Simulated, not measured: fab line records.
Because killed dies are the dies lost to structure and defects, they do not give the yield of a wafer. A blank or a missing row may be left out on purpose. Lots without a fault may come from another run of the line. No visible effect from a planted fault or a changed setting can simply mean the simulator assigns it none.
fab line records	flow gf180mcu	part 1 of 2: steps 1 to 26 of 36
[record] lots = 5	wafers = 15	lastDay = 33
route steps=602 shown CONTACT@291 M1@315
lots that met no fault: taken from a fault-free run of the same line
startH: start of the lot's first displayed wafer, in hours after the record's first day	waitH: hours since the lot's step before	" unchanged from the row above	L1.1+2: one row covering several wafers at once	- no value, or no start given	* or withheld: withheld	< > ~ a bound
route shown NAME@n: names a module that has steps shown in the file, with the first one's number in the route	usual: the fault-free wafers' mean and standard deviation	same: alike in all rows	chamber/n: place in a boat	sites: per-site readings	_std_site: standard deviation of those values	_edge_site: the outer-site mean with the inner-site mean subtracted	radiusMm: how far each site lies from the wafer's centre	mask NAME#n: copy n	behind: the tool/chamber that last shaped the wafer	hold: the reason the lot was held/the length of the hold in hours/how it ended	device: the transistor (n, p or np) that didn't switch	end of line: tests run on the same wafers once the route is complete	a step given without rows: its recipe and nothing more	killed: not the wafer's yield, but the dies lost to structure and defects at the first sort	map: dies across one wafer; x = killed, . = not, _ = none there
set.NAME: the setting as run; set.NAME@STEP: as run at that earlier step	model.NAME: the simulator's own value behind a step, which no gauge read
a table for each step, a row for each wafer; lots at some steps of the route
services: from which hour (startH, from the record's first day; less than 0 if before it) a tool's chamber was out of use, for how many hours, and why
[[steps]]
[step GF_CONTACT_CMP_04]
[recipe] material = SiO2	downForcePsi = 4	platenRpm = 60	padVelocityMS = 0.94248
[usual] motorCurrentA = 12.2/1.1	timeToEndpointS = 112/7
lot.wafer	tool	chamber	startH	waitH	motorCurrentA	timeToEndpointS
L081.3	cmp-01	3	406.67	0.0	13.6	114
L081.2	"	2	"	"	12.7	115
L081.6	"	3	"	"	14.3	116
L086.2	cmp-01	2	448.93	0.1	13.5	114
L086.6	"	1	"	"	10.3	113
L086.5	"	2	"	"	12.7	119
L089.4	cmp-01	0	475.75	0.1	10.3	122
L089.3	"	2	"	"	12.6	116
L089.5	"	3	"	"	13.5	116
L092.4	cmp-01	3	494.62	0.1	13.6	109
L092.3	"	0	"	"	10.8	102
L092.5	"	2	"	"	12.8	114
L094.3	cmp-02	0	516.18	0.1	11.5	110
L094.2	"	1	"	"	11.7	104
L094.6	"	2	"	"	12.1	99
[step GF_CONTACT_BOW_MEAS_05]
[recipe] mode = bow
[usual] CONTACT_BOW = 65/6.8
lot.wafer	tool	chamber	startH	waitH	CONTACT_BOW[um]
L081.2	filmMetro-01	-	406.99	0.1	77
L081.3	"	-	"	"	67
L081.6	"	-	"	"	59
L086.2	filmMetro-04	-	449.20	0.2	64
L086.5	"	-	"	"	71
L086.6	"	-	"	"	79
L089.3	filmMetro-03	-	476.04	0.1	73
L089.4	"	-	"	"	69
L089.5	"	-	"	"	57
L092.3	filmMetro-01	-	494.91	0.2	64
L092.4	"	-	"	"	63
L092.5	"	-	"	"	58
L094.2	filmMetro-03	-	516.40	0.1	72
L094.3	"	-	"	"	65
L094.6	"	-	"	"	76
[step GF_CONTACT_DEHYDRATE_06]
[recipe] tempC = 200	timeS = 60
[usual] exhaustPa = 45.2/0.85
lot.wafer	tool	chamber	startH	waitH	exhaustPa
L081.2	lithoTrack-04	0	418.63	11.6	43.4
L081.3	"	0	"	"	44.8
L081.6	"	0	"	"	44.4
L086.2	lithoTrack-03	0	461.14	11.9	46.0
L086.5	"	0	"	"	45.3
L086.6	"	0	"	"	44.9
L089.3	lithoTrack-03	0	487.37	11.3	45.1
L089.4	"	0	"	"	44.2
L089.5	"	0	"	"	44.0
L092.3	lithoTrack-04	0	505.95	11.0	45.7
L092.4	"	0	"	"	46.6
L092.5	"	0	"	"	46.0
L094.2	lithoTrack-04	0	527.32	10.9	45.1
L094.3	"	0	"	"	45.3
L094.6	"	0	"	"	45.6
[step GF_CONTACT_HMDS_07]
[recipe] primeTimeS = 60	primeTempC = 120
[usual] exhaustPa = 45.1/0.96
[same] primeTimeS = 60
lot.wafer	tool	chamber	startH	waitH	exhaustPa
L081.2	lithoTrack-04	0	418.78	0.1	45.1
L081.3	"	0	"	"	45.5
L081.6	"	0	"	"	44.4
L086.2	lithoTrack-03	0	461.29	0.1	45.1
L086.5	"	0	"	"	45.9
L086.6	"	0	"	"	47.0
L089.3	lithoTrack-03	0	487.52	0.1	45.0
L089.4	"	0	"	"	44.2
L089.5	"	0	"	"	43.6
L092.3	lithoTrack-04	0	506.10	0.1	43.2
L092.4	"	0	"	"	43.3
L092.5	"	0	"	"	44.5
L094.2	lithoTrack-04	0	527.47	0.1	45.8
L094.3	"	0	"	"	47.9
L094.6	"	0	"	"	44.7
[step GF_CONTACT_COAT_08]
[recipe] resist = BARC	tempC = withheld	timeS = withheld	spinRpm = withheld	resistThkNm = withheld
[usual] exhaustPa = 45.1/1
lot.wafer	tool	chamber	startH	waitH	exhaustPa
L081.2	lithoTrack-04	0	418.93	0.1	45.6
L081.3	"	0	"	"	45.9
L081.6	"	0	"	"	44.9
L086.2	lithoTrack-03	0	461.44	0.1	44.3
L086.5	"	0	"	"	45.4
L086.6	"	0	"	"	45.8
L089.3	lithoTrack-03	0	487.67	0.1	44.3
L089.4	"	0	"	"	44.0
L089.5	"	0	"	"	44.5
L092.3	lithoTrack-04	0	506.25	0.1	45.6
L092.4	"	0	"	"	45.3
L092.5	"	0	"	"	46.4
L094.2	lithoTrack-04	0	527.62	0.1	45.3
L094.3	"	0	"	"	42.6
L094.6	"	0	"	"	43.9
[step GF_CONTACT_COAT_09]
[recipe] resist = KrF	spinRpm = withheld	resistThkNm = 1000
[usual] exhaustPa = 45.0/0.9
lot.wafer	tool	chamber	startH	waitH	exhaustPa
L081.2	lithoTrack-04	0	-	-	44.8
L081.3	"	0	"	"	44.5
L081.6	"	0	"	"	44.5
L086.2	lithoTrack-03	0	-	-	45.4
L086.5	"	0	"	"	46.1
L086.6	"	0	"	"	44.1
L089.3	lithoTrack-03	0	-	-	44.9
L089.4	"	0	"	"	45.8
L089.5	"	0	"	"	45.4
L092.3	lithoTrack-04	0	-	-	44.7
L092.4	"	0	"	"	45.7
L092.5	"	0	"	"	44.6
L094.2	lithoTrack-04	0	-	-	45.5
L094.3	"	0	"	"	44.4
L094.6	"	0	"	"	44.4
[step GF_CONTACT_SOFTBAKE_10]
[recipe] tempC = 130	timeS = 60	resist = KrF
[usual] exhaustPa = 44.9/0.86
lot.wafer	tool	chamber	startH	waitH	exhaustPa
L081.2	lithoTrack-04	0	-	-	45.0
L081.3	"	0	"	"	44.4
L081.6	"	0	"	"	44.7
L086.2	lithoTrack-03	0	-	-	46.6
L086.5	"	0	"	"	45.0
L086.6	"	0	"	"	45.1
L089.3	lithoTrack-03	0	-	-	44.3
L089.4	"	0	"	"	44.8
L089.5	"	0	"	"	44.4
L092.3	lithoTrack-04	0	-	-	43.6
L092.4	"	0	"	"	44.4
L092.5	"	0	"	"	44.6
L094.2	lithoTrack-04	0	-	-	44.6
L094.3	"	0	"	"	43.6
L094.6	"	0	"	"	44.2
[step GF_CONTACT_EXPOSE_11]
[recipe] maskId = Contact	targetCdNm = 220	na = 0.68	sourceShape = conventional	sigmaOuter = 0.6	doseMj = 38
lot.wafer	tool	chamber	startH	waitH	mask
L081.2+3+6	krfScanner-02	0	-	-	Contact#0
L086.2+5+6	krfScanner-01	0	-	-	Contact#0
L089.3+4+5	krfScanner-01	0	-	-	Contact#0
L092.3+4+5	krfScanner-02	0	-	-	Contact#0
L094.2+3+6	krfScanner-02	0	-	-	Contact#0
[step GF_CONTACT_PEB_12]
[recipe] pebTempC = 135	pebTimeS = 90	resist = KrF
[usual] exhaustPa = 45.1/0.78
lot.wafer	tool	chamber	startH	waitH	exhaustPa
L081.2	lithoTrack-02	0	-	-	45.6
L081.3	"	0	"	"	44.4
L081.6	"	0	"	"	45.3
L086.2	lithoTrack-04	0	-	-	43.9
L086.5	"	0	"	"	46.7
L086.6	"	0	"	"	45.1
L089.3	lithoTrack-03	0	-	-	43.7
L089.4	"	0	"	"	44.6
L089.5	"	0	"	"	45.1
L092.3	lithoTrack-04	0	-	-	44.0
L092.4	"	0	"	"	44.8
L092.5	"	0	"	"	45.6
L094.2	lithoTrack-04	0	-	-	45.5
L094.3	"	0	"	"	44.2
L094.6	"	0	"	"	43.9
[step GF_CONTACT_DEVELOP_13]
[recipe] developTimeS = 60	resist = KrF	devTempC = 21
[usual] developerTempC = 21.02/0.1	exhaustPa = 45.1/0.92
lot.wafer	tool	chamber	startH	waitH	developerTempC	exhaustPa
L081.2	lithoTrack-02	0	430.82	0.2	21.10	44.4
L081.3	"	0	"	"	20.88	45.0
L081.6	"	0	"	"	21.05	45.0
L086.2	lithoTrack-04	0	473.32	0.2	20.89	44.5
L086.5	"	0	"	"	20.94	43.4
L086.6	"	0	"	"	20.92	44.5
L089.3	lithoTrack-03	0	499.62	0.1	21.20	46.9
L089.4	"	0	"	"	20.99	45.5
L089.5	"	0	"	"	21.03	45.8
L092.3	lithoTrack-04	0	518.20	0.1	20.83	44.1
L092.4	"	0	"	"	21.08	44.9
L092.5	"	0	"	"	20.99	45.2
L094.2	lithoTrack-04	0	539.22	0.2	20.92	45.9
L094.3	"	0	"	"	20.96	45.7
L094.6	"	0	"	"	21.06	46.3
[step GF_CONTACT_CD_MEAS_14]
[recipe] targetCdNm = 220
[usual] cdNm = 219.7/1.3
lot.wafer	tool	chamber	startH	waitH	cdNm
L081.2	cdSem-02	-	430.97	0.1	220.6
L081.3	"	-	"	"	220.3
L081.6	"	-	"	"	220.5
L086.2	cdSem-02	-	473.47	0.1	220.6
L086.5	"	-	"	"	219.7
L086.6	"	-	"	"	220.8
L089.3	cdSem-02	-	499.76	0.1	221.5
L089.4	"	-	"	"	220.8
L089.5	"	-	"	"	221.4
L092.3	cdSem-01	-	518.34	0.1	221.9
L092.4	"	-	"	"	220.4
L092.5	"	-	"	"	221.1
L094.2	cdSem-02	-	539.37	0.1	217.4
L094.3	"	-	"	"	217.6
L094.6	"	-	"	"	218.9
[step GF_CONTACT_OVL_MEAS_15]
[usual] CONTACT_OVL = -5/6.4
lot.wafer	tool	chamber	startH	waitH	CONTACT_OVL[nm]
L081.2	overlay-02	-	431.07	0.1	-7
L081.3	"	-	"	"	-11
L081.6	"	-	"	"	-8
L086.2	overlay-01	-	473.58	0.1	7
L086.5	"	-	"	"	-6
L086.6	"	-	"	"	8
L089.3	overlay-01	-	499.85	0.1	9
L089.4	"	-	"	"	-7
L089.5	"	-	"	"	0
L092.3	overlay-02	-	518.43	0.1	-6
L092.4	"	-	"	"	1
L092.5	"	-	"	"	-8
L094.2	overlay-01	-	539.47	0.1	-1
L094.3	"	-	"	"	-1
L094.6	"	-	"	"	-3
[step GF_CONTACT_ETCH_16]
[recipe] chemistry = N2/H2	targetDepthA = withheld	overetchA = withheld	timeS = withheld	target = BARC	ionEnergyEv = 200	sourceW = 500	biasW = 100	pressureMtorr = 30	n2FlowSccm = 100	h2FlowSccm = 200
[usual] chamberPressureMTorr = 29.997/0.029	drypumpMotorCurrentA = 5.7/0.46	oesProductAu = 0.855/0.0051	throttleValvePct = 13.225/0.0093
lot.wafer	tool	chamber	startH	waitH	chamberPressureMTorr	drypumpMotorCurrentA	oesProductAu	throttleValvePct
L081.2	rieDiel-01	3	431.10	0.0	29.977	5.7	0.854	13.215
L081.3	"	1	"	"	29.983	5.7	0.847	13.228
L081.6	"	3	"	"	30.012	5.8	0.859	13.212
L086.2	rieDiel-01	1	473.61	0.0	29.978	5.7	0.848	13.231
L086.5	"	1	"	"	29.987	5.7	0.844	13.219
L086.6	"	2	"	"	30.019	6.3	0.852	13.216
L089.3	rieDiel-01	1	499.87	0.0	29.992	5.7	0.857	13.226
L089.4	"	2	"	"	29.961	6.3	0.858	13.218
L089.5	"	0	"	"	30.021	5.7	0.857	13.220
L092.3	rieDiel-03	2	518.46	0.0	30.042	5.4	0.852	13.243
L092.4	"	0	"	"	29.976	5.7	0.861	13.209
L092.5	"	3	"	"	29.958	4.8	0.852	13.230
L094.2	rieDiel-01	1	539.50	0.0	30.007	5.7	0.859	13.221
L094.3	"	0	"	"	29.977	5.7	0.854	13.207
L094.6	"	0	"	"	30.009	5.7	0.852	13.225
[step GF_CONTACT_ETCH_17]
[recipe] chemistry = C4F8/O2/Ar	maskMaterial = KrF	target = SiO2	stopOn = CoSi2	sourceW = 1500	biasW = 1200	pressureMtorr = 40	c4f8FlowSccm = withheld	O2_flow_sccm = 6	Ar_flow_sccm = 300	timeS = withheld	targetDepthA = 8600
[usual] chamberPressureMTorr = 40.00/0.039	oesProductAu = 0.815/0.0049
lot.wafer	tool	chamber	startH	waitH	chamberPressureMTorr	oesProductAu
L081.2	rieDiel-01	3	-	-	39.98	0.823
L081.3	"	1	"	"	40.05	0.824
L081.6	"	3	"	"	39.99	0.822
L086.2	rieDiel-01	1	-	-	40.09	0.812
L086.5	"	1	"	"	40.03	0.812
L086.6	"	2	"	"	40.03	0.810
L089.3	rieDiel-01	1	-	-	39.93	0.816
L089.4	"	2	"	"	40.03	0.806
L089.5	"	0	"	"	39.99	0.815
L092.3	rieDiel-03	2	-	-	39.95	0.807
L092.4	"	0	"	"	40.03	0.815
L092.5	"	3	"	"	40.02	0.811
L094.2	rieDiel-01	1	-	-	40.01	0.817
L094.3	"	0	"	"	39.93	0.821
L094.6	"	0	"	"	39.98	0.814
[step GF_CONTACT_STRIP_18]
[recipe] chemistry = O2/N2	powerW = 1400	pressureMtorr = 1500	platenTempC = 250	o2FlowSccm = 3000	n2FlowSccm = 300	overashFraction = 0.5
[usual] chamberPressureMTorr = 1500.1/1.3	drypumpMotorCurrentA = 5.7/0.36	heaterPowerW = 334/29	oesProductAu = 0.578/0.0053
[same] overashFraction = 0.5
lot.wafer	tool	chamber	startH	waitH	chamberPressureMTorr	drypumpMotorCurrentA	heaterPowerW	oesProductAu	rfHoursCounterH
L081.2	plasmaAsher-01	0	431.27	-	1499.6	5.2	325	0.572	72
L081.3	"	0	"	"	1500.9	5.2	334	0.577	-
L081.6	"	1	"	"	1501.7	6.0	338	0.572	-
L086.2	plasmaAsher-02	1	473.77	-	1499.7	5.4	383	0.581	71
L086.5	"	0	"	"	1501.7	5.9	298	0.589	-
L086.6	"	1	"	"	1502.9	5.4	383	0.580	-
L089.3	plasmaAsher-02	1	500.07	-	1499.8	5.4	394	0.575	-
L089.4	"	0	"	"	1498.9	5.9	313	0.573	-
L089.5	"	0	"	"	1500.1	5.9	310	0.580	-
L092.3	plasmaAsher-01	1	518.65	-	1497.7	5.9	345	0.581	-
L092.4	"	0	"	"	1500.9	5.2	334	0.581	-
L092.5	"	0	"	"	1502.3	5.2	332	0.570	-
L094.2	plasmaAsher-01	0	539.67	-	1500.9	5.2	332	0.578	83
L094.3	"	1	"	"	1501.1	5.9	343	0.569	-
L094.6	"	0	"	"	1503.4	5.2	333	0.576	-
[step GF_CONTACT_CLEAN_19]
[recipe] chemistry = SPM
lot.wafer	tool	chamber	startH	waitH
L081.2+3+6	wetBench-01	2	431.37	0.1
L086.2+5+6	wetBench-04	3	473.87	0.1
L089.3+4+5	wetBench-03	1	500.14	0.0
L092.3+4+5	wetBench-03	0	518.72	0.0
L094.2+3+6	wetBench-03	3	539.77	0.1
[step GF_CONTACT_CLEAN_20]
[recipe] chemistry = DIW
lot.wafer	tool	chamber	startH	waitH
L081.2+3+6	wetBench-03	2	431.46	0.0
L086.2+5+6	wetBench-01	3	473.96	0.0
L089.3+4+5	wetBench-01	1	500.23	0.0
L092.3+4+5	wetBench-01	2	518.81	0.0
L094.2+3+6	wetBench-04	0	539.86	0.0
[step GF_CONTACT_CLEAN_21]
[recipe] chemistry = dHF	timeS = 20	dilution = 100:1	dry = ipaMarangoni
lot.wafer	tool	chamber	startH	waitH
L081.2+3+6	wetBench-04	3	431.55	0.0
L086.2+5+6	wetBench-03	2	474.06	0.0
L089.3+4+5	wetBench-04	0	500.32	0.0
L092.3+4+5	wetBench-03	0	518.90	0.0
L094.2+3+6	wetBench-01	3	539.95	0.0
[step GF_CONTACT_SPUTTER_22]
[recipe] material = Ti	targetThkNm = 15	chamberPressurePa = 5	powerW = 2500	substrateTempC = 200	timeS = 80.02
[usual] throttleValvePct = 29.7/0.96
lot.wafer	tool	chamber	startH	waitH	throttleValvePct
L081.2	pvdSputter-04	-	431.56	0.0	30.7
L081.3	"	-	"	"	27.6
L081.6	"	-	"	"	29.0
L086.2	pvdSputter-01	-	474.07	0.0	31.7
L086.5	"	-	"	"	30.3
L086.6	"	-	"	"	29.5
L089.3	pvdSputter-01	-	500.34	0.0	29.3
L089.4	"	-	"	"	29.9
L089.5	"	-	"	"	31.6
L092.3	pvdSputter-03	-	518.92	0.0	29.3
L092.4	"	-	"	"	30.2
L092.5	"	-	"	"	30.4
L094.2	pvdSputter-03	-	539.97	0.0	28.7
L094.3	"	-	"	"	29.4
L094.6	"	-	"	"	29.3
[step GF_CONTACT_SPUTTER_23]
[recipe] material = TiN	targetThkNm = 10	chamberPressurePa = 5	powerW = 4000	timeS = 40
[usual] throttleValvePct = 29.7/0.97
lot.wafer	tool	chamber	startH	waitH	throttleValvePct
L081.2	pvdSputter-04	-	431.62	0.0	30.9
L081.3	"	-	"	"	27.7
L081.6	"	-	"	"	28.8
L086.2	pvdSputter-01	-	474.14	0.0	31.6
L086.5	"	-	"	"	29.9
L086.6	"	-	"	"	29.5
L089.3	pvdSputter-01	-	500.40	0.0	29.4
L089.4	"	-	"	"	29.8
L089.5	"	-	"	"	31.6
L092.3	pvdSputter-03	-	518.98	0.0	29.2
L092.4	"	-	"	"	30.0
L092.5	"	-	"	"	30.1
L094.2	pvdSputter-03	-	540.03	0.0	28.9
L094.3	"	-	"	"	29.3
L094.6	"	-	"	"	29.4
[step GF_CONTACT_CVD_24]
[recipe] material = W	targetThkNm = 300	timeS = 90.339	tempC = 400	pressureTorr = 40
[usual] heaterPowerW = 978/66
lot.wafer	tool	chamber	startH	waitH	heaterPowerW
L081.2	cvdW-01	1	431.66	0.0	951
L081.3	"	1	"	"	948
L081.6	"	0	"	"	1081
L086.2	cvdW-02	0	474.17	0.0	931
L086.5	"	1	"	"	908
L086.6	"	0	"	"	918
L089.3	cvdW-01	0	500.47	0.1	1103
L089.4	"	1	"	"	945
L089.5	"	0	"	"	1057
L092.3	cvdW-01	1	519.05	0.1	928
L092.4	"	0	"	"	1075
L092.5	"	1	"	"	954
L094.2	cvdW-02	0	540.07	0.0	938
L094.3	"	0	"	"	940
L094.6	"	1	"	"	914
[step GF_CONTACT_RS_MEAS_25]
[recipe] thkMeasGauge = four-point-probe	reads = W_of_CONTACT_CVD_24+TiN_of_CONTACT_SPUTTER_23+Ti_of_CONTACT_SPUTTER_22
[usual] CONTACT_W_RS = 0.384/0.0074
lot.wafer	tool	chamber	startH	waitH	CONTACT_W_RS[ohm/sq]
L081.2	filmMetro-03	-	431.78	0.1	0.385
L081.3	"	-	"	"	0.394
L081.6	"	-	"	"	0.383
L086.2	filmMetro-04	-	474.29	0.1	0.375
L086.5	"	-	"	"	0.372
L086.6	"	-	"	"	0.379
L089.3	filmMetro-01	-	500.58	0.1	0.385
L089.4	"	-	"	"	0.400
L089.5	"	-	"	"	0.386
L092.3	filmMetro-01	-	519.16	0.1	0.401
L092.4	"	-	"	"	0.389
L092.5	"	-	"	"	0.398
L094.2	filmMetro-04	-	540.21	0.1	0.379
L094.3	"	-	"	"	0.378
L094.6	"	-	"	"	0.382
[step GF_CONTACT_THK_MEAS_26]
[recipe] thkMeasGauge = xrf	reads = W_of_CONTACT_CVD_24
[usual] CONTACT_W_THK = 290/5.5
lot.wafer	tool	chamber	startH	waitH	CONTACT_W_THK[nm]
L081.2	filmMetro-03	-	431.89	0.1	290
L081.3	"	-	"	"	285
L081.6	"	-	"	"	293
L086.2	filmMetro-04	-	474.40	0.1	299
L086.5	"	-	"	"	298
L086.6	"	-	"	"	293
L089.3	filmMetro-01	-	500.68	0.1	287
L089.4	"	-	"	"	278
L089.5	"	-	"	"	289
L092.3	filmMetro-01	-	519.26	0.1	277
L092.4	"	-	"	"	289
L092.5	"	-	"	"	282
L094.2	filmMetro-04	-	540.32	0.1	295
L094.3	"	-	"	"	295
L094.6	"	-	"	"	292
[step GF_CONTACT_CMP_27]
[recipe] stopOn = SiO2	downForcePsi = 3.5	platenRpm = 60	tOverpolishS = 15	targetThkNm = 0	padVelocityMS = 0.94248
[usual] motorCurrentA = 11.1/0.94	overpolishRunS = 14.999/0.0087	timeToEndpointS = 71/4
[same] tOverpolishS = 15
lot.wafer	tool	chamber	startH	waitH	motorCurrentA	overpolishRunS	timeToEndpointS
L081.2	cmp-02	0	431.99	0.1	10.7	14.990	78
L081.3	"	2	"	"	10.9	15.006	68
L081.6	"	0	"	"	10.8	15.010	79
L086.2	cmp-02	2	474.55	0.1	11.0	15.000	70
L086.6	"	0	"	"	10.1	15.010	75
L086.5	"	1	"	"	10.4	15.003	71
L089.3	cmp-02	3	500.77	0.1	11.6	14.987	76
L089.4	"	0	"	"	10.1	14.990	70
L089.5	"	2	"	"	11.2	14.983	65
L092.3	cmp-01	0	519.30	0.0	10.5	14.998	70
L092.4	"	3	"	"	12.3	14.999	70
L092.5	"	1	"	"	9.7	14.984	69
L094.2	cmp-02	2	540.42	0.1	10.5	15.004	65
L094.3	"	0	"	"	10.8	15.001	76
L094.6	"	1	"	"	10.8	14.993	66
[step GF_M1_SPUTTER_00]
[recipe] material = Ti	targetThkNm = 37.5	arrivingIonEnergyEv = 80	substrateTempC = 200	chamberPressurePa = 2	powerW = 4000	timeS = 150
[usual] throttleValvePct = 29.7/1.1
lot.wafer	tool	chamber	startH	waitH	throttleValvePct
L081.2	pvdSputter-03	-	432.24	0.2	29.6
L081.3	"	-	"	"	29.2
L081.6	"	-	"	"	29.1
L086.2	pvdSputter-03	-	474.75	0.1	29.5
L086.5	"	-	"	"	29.3
L086.6	"	-	"	"	30.1
L089.3	pvdSputter-02	-	501.02	0.2	30.5
L089.4	"	-	"	"	30.9
L089.5	"	-	"	"	30.9
L092.3	pvdSputter-04	-	519.60	0.2	30.1
L092.4	"	-	"	"	29.0
L092.5	"	-	"	"	30.1
L094.2	pvdSputter-02	-	540.67	0.2	30.6
L094.3	"	-	"	"	29.2
L094.6	"	-	"	"	29.3
[step GF_M1_SPUTTER_01]
[recipe] material = TiN	targetThkNm = 30	powerW = 6500	timeS = 25	chamberPressurePa = 0.4
[usual] throttleValvePct = 29.6/1.1
lot.wafer	tool	chamber	startH	waitH	throttleValvePct
L081.2	pvdSputter-03	-	432.34	0.1	29.3
L081.3	"	-	"	"	28.8
L081.6	"	-	"	"	29.2
L086.2	pvdSputter-03	-	474.85	0.1	29.6
L086.5	"	-	"	"	29.4
L086.6	"	-	"	"	30.1
L089.3	pvdSputter-02	-	501.12	0.1	30.8
L089.4	"	-	"	"	30.9
L089.5	"	-	"	"	31.0
L092.3	pvdSputter-04	-	519.70	0.1	29.7
L092.4	"	-	"	"	28.9
L092.5	"	-	"	"	29.9
L094.2	pvdSputter-02	-	540.77	0.1	30.6
L094.3	"	-	"	"	29.2
L094.6	"	-	"	"	29.4
